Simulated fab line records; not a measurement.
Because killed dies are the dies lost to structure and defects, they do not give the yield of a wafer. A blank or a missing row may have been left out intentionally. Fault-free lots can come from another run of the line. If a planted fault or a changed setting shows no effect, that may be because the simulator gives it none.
fab line records	flow sky130
record lots=11	wafers=31	last-day=50
route steps=708 shown VT_ADJUST_PCH@150 LDD_P@266 LOCAL_INTERCONNECT@387
lots with no fault: from the same line, run without faults
start-h: hours from the record's first day to the start of the lot's first wafer shown	wait-h: hours from the lot's prior step to this one	" identical to the entry in the row above	L1.1+2: a row that stands for several wafers	- no value, or no start was given	* or withheld: withheld	< > ~ a bound
route shown NAME@n: a module of which the file shows steps, and the number in the route of the first	usual: mean/standard deviation taken from wafers without a fault	same: alike in all rows	chamber/n: place in a boat	sites: per-site readings	_std_site: how widely they spread, as a standard deviation	_edge_site: outer sites' mean less inner sites'	radius-mm: for every site, how far away it sits from the centre of the wafer	mask NAME#n: copy n	behind: the tool/chamber that last shaped the wafer	hold: why the lot went on hold/how many hours it stayed there/how the hold came to an end	device: whichever transistor did not switch (one of n, p or np)	end of line: the route-end tests of the same wafers	step lacking rows: just its recipe	killed: not the wafer's yield, but the dies lost to structure and defects at the first sort	map: the dies of a wafer, with x for killed, . for not killed, _ for no die there
set.NAME: setting as actually run; set.NAME@STEP: the setting as run at that earlier step	model.NAME: the simulator's own value behind a step, which no gauge read
a sample of lots followed through the steps of the route, with each step as a table and each wafer as a row
services: from which hour (start-h, from the record's first day; less than 0 if before it) a tool's chamber was out of use, for how many hours, and why
## steps
# step SKY_VT_ADJUST_PCH_OVL_MEAS_07
# usual VT_ADJUST_PCH_OVL=0.7/1.3
lot.wafer	tool	chamber	start-h	wait-h	VT_ADJUST_PCH_OVL[nm]
L343.1	overlay-01	-	226.14	-	0.8
L343.4	"	-	"	"	1.6
L343.5	"	-	"	"	-2.4
L344.3	overlay-01	-	230.36	-	1.0
L344.4	"	-	"	"	1.0
L344.5	"	-	"	"	1.3
L346.1	overlay-02	-	246.35	-	0.2
L346.4	"	-	"	"	0.5
L346.6	"	-	"	"	2.0
L353.4	overlay-01	-	301.55	-	2.4
L353.5	"	-	"	"	0.3
L357.3	overlay-02	-	337.21	-	1.0
L357.4	"	-	"	"	1.7
L358.1	overlay-01	-	337.55	-	0.8
L358.3	"	-	"	"	-0.8
L358.6	"	-	"	"	2.9
L360.1	overlay-01	-	358.35	-	2.6
L360.2	"	-	"	"	1.0
L360.5	"	-	"	"	0.5
L362.2	overlay-01	-	374.49	-	-1.5
L362.3	"	-	"	"	-1.2
L362.5	"	-	"	"	-0.6
L364.4	overlay-01	-	392.20	-	-1.5
L364.5	"	-	"	"	2.4
L364.6	"	-	"	"	0.9
L365.2	overlay-02	-	399.81	-	-1.1
L365.4	"	-	"	"	1.5
L365.6	"	-	"	"	-0.2
L366.1	overlay-01	-	413.59	-	0.5
L366.4	"	-	"	"	1.4
L366.5	"	-	"	"	2.2
# step SKY_LDD_P_TW_MEAS_11
# usual LDD_P_TW=640/5.8
lot.wafer	tool	chamber	start-h	wait-h	LDD_P_TW
L343.1	film-metro-02	-	430.51	0.1	634
L343.4	"	-	"	"	635
L343.5	"	-	"	"	632
L344.3	film-metro-01	-	437.11	0.1	643
L344.4	"	-	"	"	641
L344.5	"	-	"	"	643
L346.1	film-metro-01	-	458.34	0.1	649
L346.4	"	-	"	"	647
L346.6	"	-	"	"	646
L353.4	film-metro-01	-	522.32	0.1	640
L353.5	"	-	"	"	642
L358.1	film-metro-01	-	564.16	0.1	645
L358.3	"	-	"	"	646
L358.6	"	-	"	"	648
L357.3	film-metro-03	-	564.83	0.1	644
L357.4	"	-	"	"	646
L360.1	film-metro-03	-	584.29	0.1	647
L360.2	"	-	"	"	643
L360.5	"	-	"	"	644
L362.2	film-metro-02	-	603.95	0.1	636
L362.3	"	-	"	"	638
L362.5	"	-	"	"	638
L364.4	film-metro-02	-	616.74	0.1	634
L364.5	"	-	"	"	633
L364.6	"	-	"	"	632
L365.2	film-metro-03	-	627.40	0.1	639
L365.4	"	-	"	"	645
L365.6	"	-	"	"	644
L366.1	film-metro-02	-	639.34	0.1	627
L366.4	"	-	"	"	629
L366.5	"	-	"	"	632
# step SKY_LOCAL_INTERCONNECT_SPUTTER_00
# recipe material=TiN	target-thk-nm=100	temp-c=300	power-w=6500	time-s=83.3	chamber-pressure-pa=0.4
# usual substrate-temp-c=300.01/0.19	throttle-valve-pct=29.8/1.1
lot.wafer	tool	chamber	start-h	wait-h	substrate-temp-c	throttle-valve-pct
L343.1	pvd-sputter-04	-	676.98	0.1	300.10	30.8
L343.4	"	-	"	"	299.91	30.7
L343.5	"	-	"	"	299.83	30.9
L344.3	pvd-sputter-02	-	680.45	0.1	300.11	29.9
L344.4	"	-	"	"	299.93	28.5
L344.5	"	-	"	"	299.94	30.1
L346.1	pvd-sputter-03	-	700.69	0.2	299.97	29.3
L346.4	"	-	"	"	300.04	29.7
L346.6	"	-	"	"	299.81	29.5
L353.4	pvd-sputter-04	-	758.54	0.1	300.03	30.6
L353.5	"	-	"	"	299.80	30.8
L358.1	pvd-sputter-03	-	798.20	0.2	300.31	29.4
L358.3	"	-	"	"	299.83	29.7
L358.6	"	-	"	"	299.86	29.8
L357.3	pvd-sputter-04	-	798.92	0.2	299.96	28.5
L357.4	"	-	"	"	299.86	31.2
L360.1	pvd-sputter-02	-	815.12	0.2	299.99	28.2
L360.2	"	-	"	"	299.69	27.9
L360.5	"	-	"	"	300.00	29.8
L362.2	pvd-sputter-03	-	829.91	0.2	300.15	30.0
L362.3	"	-	"	"	300.22	29.7
L362.5	"	-	"	"	299.88	29.9
L364.4	pvd-sputter-02	-	844.56	0.2	300.14	29.7
L364.5	"	-	"	"	299.93	28.2
L364.6	"	-	"	"	300.25	27.6
L365.2	pvd-sputter-04	-	852.37	0.2	299.85	30.9
L365.4	"	-	"	"	300.29	31.2
L365.6	"	-	"	"	300.05	30.5
L366.1	pvd-sputter-02	-	863.33	0.1	299.91	28.1
L366.4	"	-	"	"	299.98	31.3
L366.5	"	-	"	"	300.16	29.7
# step SKY_LOCAL_INTERCONNECT_RS_MEAS_01
# recipe thk-meas-gauge=four-point-probe	reads=TiN_of_LOCAL_INTERCONNECT_SPUTTER_00
# usual LOCAL_INTERCONNECT_TIN_RS=14.15/0.13
lot.wafer	tool	chamber	start-h	wait-h	hold	LOCAL_INTERCONNECT_TIN_RS[ohm/sq]
L343.1	film-metro-01	-	677.04	0.0	-	14.12
L343.4	"	-	"	"	-	14.16
L343.5	"	-	"	"	-	14.24
L344.3	film-metro-03	-	680.56	0.1	-	14.12
L344.4	"	-	"	"	-	14.02
L344.5	"	-	"	"	-	14.27
L346.1	film-metro-03	-	700.75	0.0	-	13.89
L346.4	"	-	"	"	-	14.04
L346.6	"	-	"	"	-	13.99
L353.4	film-metro-03	-	758.66	0.1	await-dispo/0.2h/release	13.47
L353.5	"	-	"	"	await-dispo/0.2h/release	13.45
L353.4	film-metro-03	-	758.95	0.3	-	13.48
L353.5	"	-	"	"	-	13.42
L358.1	film-metro-01	-	798.27	0.0	-	14.08
L358.3	"	-	"	"	-	14.05
L358.6	"	-	"	"	-	14.15
L357.3	film-metro-01	-	799.03	0.1	await-dispo/0.2h/release	14.22
L357.4	"	-	"	"	await-dispo/0.2h/release	13.28
L357.3	film-metro-01	-	799.31	0.3	-	14.24
L357.4	"	-	"	"	-	13.26
L360.1	film-metro-04	-	815.19	0.0	-	14.09
L360.2	"	-	"	"	-	13.95
L360.5	"	-	"	"	-	14.04
L362.2	film-metro-01	-	829.99	0.1	-	14.25
L362.3	"	-	"	"	-	14.20
L362.5	"	-	"	"	-	14.11
L364.4	film-metro-01	-	844.65	0.1	-	14.10
L364.5	"	-	"	"	-	14.00
L364.6	"	-	"	"	-	14.07
L365.2	film-metro-03	-	852.46	0.1	-	14.04
L365.4	"	-	"	"	-	14.14
L365.6	"	-	"	"	-	14.10
L366.1	film-metro-03	-	863.39	0.0	-	14.25
L366.4	"	-	"	"	-	14.19
L366.5	"	-	"	"	-	14.18
# step SKY_LOCAL_INTERCONNECT_THK_MEAS_02
# recipe thk-meas-gauge=xrf	reads=TiN_of_LOCAL_INTERCONNECT_SPUTTER_00
# usual LOCAL_INTERCONNECT_TIN_THK=101.3/1.1
lot.wafer	tool	chamber	start-h	wait-h	hold	LOCAL_INTERCONNECT_TIN_THK[nm]
L343.1	film-metro-01	-	677.16	0.1	-	101.7
L343.4	"	-	"	"	-	100.9
L343.5	"	-	"	"	-	100.3
L344.3	film-metro-03	-	680.66	0.1	-	102.5
L344.4	"	-	"	"	-	102.6
L344.5	"	-	"	"	-	101.1
L346.1	film-metro-03	-	700.87	0.1	-	103.1
L346.4	"	-	"	"	-	102.1
L346.6	"	-	"	"	-	102.9
L353.4	film-metro-03	-	763.33	4.4	await-dispo/0.2h/release	106.2
L353.5	"	-	"	"	await-dispo/0.2h/release	106.1
L353.4	film-metro-03	-	763.56	0.2	-	106.1
L353.5	"	-	"	"	-	106.7
L358.1	film-metro-01	-	798.39	0.1	-	101.8
L358.3	"	-	"	"	-	101.7
L358.6	"	-	"	"	-	102.2
L357.3	film-metro-01	-	805.38	6.0	await-dispo/0.2h/release	101.3
L357.4	"	-	"	"	await-dispo/0.2h/release	107.8
L357.3	film-metro-01	-	805.60	0.2	-	101.4
L357.4	"	-	"	"	-	107.5
L360.1	film-metro-04	-	815.31	0.1	-	102.2
L360.2	"	-	"	"	-	102.6
L360.5	"	-	"	"	-	102.6
L362.2	film-metro-01	-	830.10	0.1	-	99.7
L362.3	"	-	"	"	-	100.4
L362.5	"	-	"	"	-	100.7
L364.4	film-metro-01	-	844.74	0.1	-	100.8
L364.5	"	-	"	"	-	101.5
L364.6	"	-	"	"	-	101.3
L365.2	film-metro-03	-	852.57	0.1	-	101.9
L365.4	"	-	"	"	-	101.3
L365.6	"	-	"	"	-	101.1
L366.1	film-metro-03	-	863.51	0.1	-	100.6
L366.4	"	-	"	"	-	101.5
L366.5	"	-	"	"	-	101.3
# step SKY_LOCAL_INTERCONNECT_OVL_MEAS_12
# usual LOCAL_INTERCONNECT_OVL=0/5.2
lot.wafer	tool	chamber	start-h	wait-h	LOCAL_INTERCONNECT_OVL[nm]
L343.1	overlay-02	-	706.00	0.1	-4
L343.4	"	-	"	"	-5
L343.5	"	-	"	"	-1
L344.3	overlay-02	-	708.93	0.1	-5
L344.4	"	-	"	"	0
L344.5	"	-	"	"	-6
L346.1	overlay-02	-	729.55	0.1	2
L346.4	"	-	"	"	-4
L346.6	"	-	"	"	0
L353.4	overlay-02	-	785.57	0.1	4
L353.5	"	-	"	"	3
L358.1	overlay-02	-	824.52	0.1	6
L358.3	"	-	"	"	3
L358.6	"	-	"	"	3
L357.3	overlay-02	-	825.51	0.1	-4
L357.4	"	-	"	"	-2
L360.1	overlay-02	-	841.42	0.1	-3
L360.2	"	-	"	"	6
L360.5	"	-	"	"	-4
L362.2	overlay-01	-	855.81	0.1	2
L362.3	"	-	"	"	9
L362.5	"	-	"	"	-4
L364.4	overlay-01	-	871.12	0.1	-1
L364.5	"	-	"	"	2
L364.6	"	-	"	"	-2
L365.2	overlay-01	-	878.48	0.1	-2
L365.4	"	-	"	"	-1
L365.6	"	-	"	"	-3
L366.1	overlay-01	-	889.52	0.1	-1
L366.4	"	-	"	"	7
L366.5	"	-	"	"	-1
# step SKY_LOCAL_INTERCONNECT_METAL_ETCH_14
# recipe target-depth-nm=110	stop-on=PSG	chemistry=Cl2/BCl3	target=TiN	resist-sidewall-deg=88	pressure-mtorr=10	icp-w=900	bias-w=48.5	Cl2_flow_sccm=60	bcl3-flow-sccm=30	time-s=31.4
# usual drypump-motor-current-A=5.7/0.3	oes-product-au=0.940/0.0065	throttle-valve-pct=21.901/0.0096
# same time-s=31.4
lot.wafer	tool	chamber	start-h	wait-h	drypump-motor-current-A	oes-product-au	rf-hours-counter-h	throttle-valve-pct
L343.1	rie-metal-03	0	706.10	0.0	5.8	0.942	11	21.912
L343.4	"	1	"	"	5.8	0.939	-	21.907
L343.5	"	1	"	"	5.8	0.933	-	21.902
L344.3	rie-metal-01	0	709.04	0.0	5.9	0.941	-	21.899
L344.4	"	1	"	"	5.5	0.946	-	21.901
L344.5	"	1	"	"	5.5	0.926	-	21.890
L346.1	rie-metal-03	1	729.65	0.0	5.8	0.946	9	21.893
L346.4	"	1	"	"	5.8	0.942	-	21.919
L346.6	"	0	"	"	5.9	0.947	-	21.893
L353.4	rie-metal-03	0	785.67	0.0	5.9	0.963	-	21.882
L353.5	"	1	"	"	5.8	0.972	-	21.891
L358.1	rie-metal-01	1	824.62	0.0	5.6	0.939	14	21.895
L358.3	"	1	"	"	5.6	0.939	-	21.885
L358.6	"	1	"	"	5.6	0.946	-	21.900
L357.3	rie-metal-04	0	825.62	0.0	6.0	0.938	-	21.921
L357.4	"	1	"	"	5.2	0.965	-	21.870
L360.1	rie-metal-04	1	841.52	0.0	5.2	0.945	13	21.903
L360.2	"	0	"	"	6.0	0.945	17	21.896
L360.5	"	1	"	"	5.2	0.946	-	21.891
L362.2	rie-metal-03	1	855.90	0.0	5.8	0.937	13	21.896
L362.3	"	1	"	"	5.8	0.944	-	21.912
L362.5	"	1	"	"	5.8	0.949	-	21.899
L364.4	rie-metal-04	0	871.22	0.0	6.0	0.940	-	21.907
L364.5	"	1	"	"	5.2	0.943	-	21.904
L364.6	"	0	"	"	6.0	0.943	-	21.898
L365.2	rie-metal-04	1	878.57	0.0	5.2	0.947	15	21.899
L365.4	"	0	"	"	6.0	0.945	-	21.905
L365.6	"	1	"	"	5.2	0.942	-	21.898
L366.1	rie-metal-04	1	889.62	0.0	5.1	0.937	16	21.916
L366.4	"	0	"	"	6.0	0.941	-	21.897
L366.5	"	0	"	"	6.0	0.937	-	21.899
## services
tool	chamber	start-h	hours	kind
pvd-sputter-03	1	661.87	-	consumable-replace:kit
pvd-sputter-03	1	661.87	18.0	scheduled-down
pvd-sputter-03	1	661.87	18.0	vent-cycle
pvd-sputter-04	-	670.29	1.3	repair
rie-metal-01	0	725.32	-	clean
rie-metal-01	0	725.32	29.6	scheduled-down
rie-metal-04	1	787.01	2.7	repair
pvd-sputter-03	-	799.00	24.2	repair
pvd-sputter-04	1	809.19	-	consumable-replace:kit
pvd-sputter-04	1	809.19	18.0	scheduled-down
pvd-sputter-04	1	809.19	18.0	vent-cycle
pvd-sputter-04	-	810.55	0.9	repair
rie-metal-04	1	815.93	6.5	repair
pvd-sputter-03	0	826.13	-	consumable-replace:kit
pvd-sputter-03	0	826.13	18.0	scheduled-down
pvd-sputter-03	0	826.13	18.0	vent-cycle
pvd-sputter-02	3	832.59	-	consumable-replace:kit
pvd-sputter-02	3	832.59	18.0	scheduled-down
pvd-sputter-02	3	832.59	18.0	vent-cycle
rie-metal-04	-	874.19	1.4	pm
rie-metal-03	0	878.02	-	clean
rie-metal-03	0	878.02	22.2	scheduled-down
rie-metal-03	0	878.02	22.2	vent-cycle
rie-metal-01	-	888.76	1.3	repair
## key
first-sign step=SKY_LOCAL_INTERCONNECT_RS_MEAS_01	reading=visit	direction=added
effect step=SKY_LOCAL_INTERCONNECT_RS_MEAS_01	reading=LOCAL_INTERCONNECT_TIN_RS	direction=down	sigmas=5.6	usual=14.15	struck=13.40
effect step=SKY_LOCAL_INTERCONNECT_THK_MEAS_02	reading=visit	direction=added
effect step=SKY_LOCAL_INTERCONNECT_METAL_ETCH_14	reading=oes-product-au	direction=up	sigmas=4.1	usual=0.940	struck=0.967
met-at SKY_LOCAL_INTERCONNECT_SPUTTER_00
struck-lots L353,L357
struck-wafers L353.4,L353.5,L357.4
tester-left-out L353,L357
not-acting-at SKY_VT_ADJUST_PCH_OVL_MEAS_07,SKY_LDD_P_TW_MEAS_11,SKY_LOCAL_INTERCONNECT_OVL_MEAS_12
onset-between 676.98 758.54
fault kind=process-parameter-drift	tool=pvd-sputter-04	chamber=-	onset-h=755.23	steps=SKY_LOCAL_INTERCONNECT_SPUTTER_00	channel=time-s	offset=*	shape=step	end-h=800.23	scope=struck-wafers-only	acts-in=*	stated=*
# tester-left-out: of these lots the tester's yield and bins aren't shown, on N5 and GAA mostly nor the transistor test; their killed dies are dies lost to structure and defects alone, not to doping, threshold or leakage, so they don't give the yield
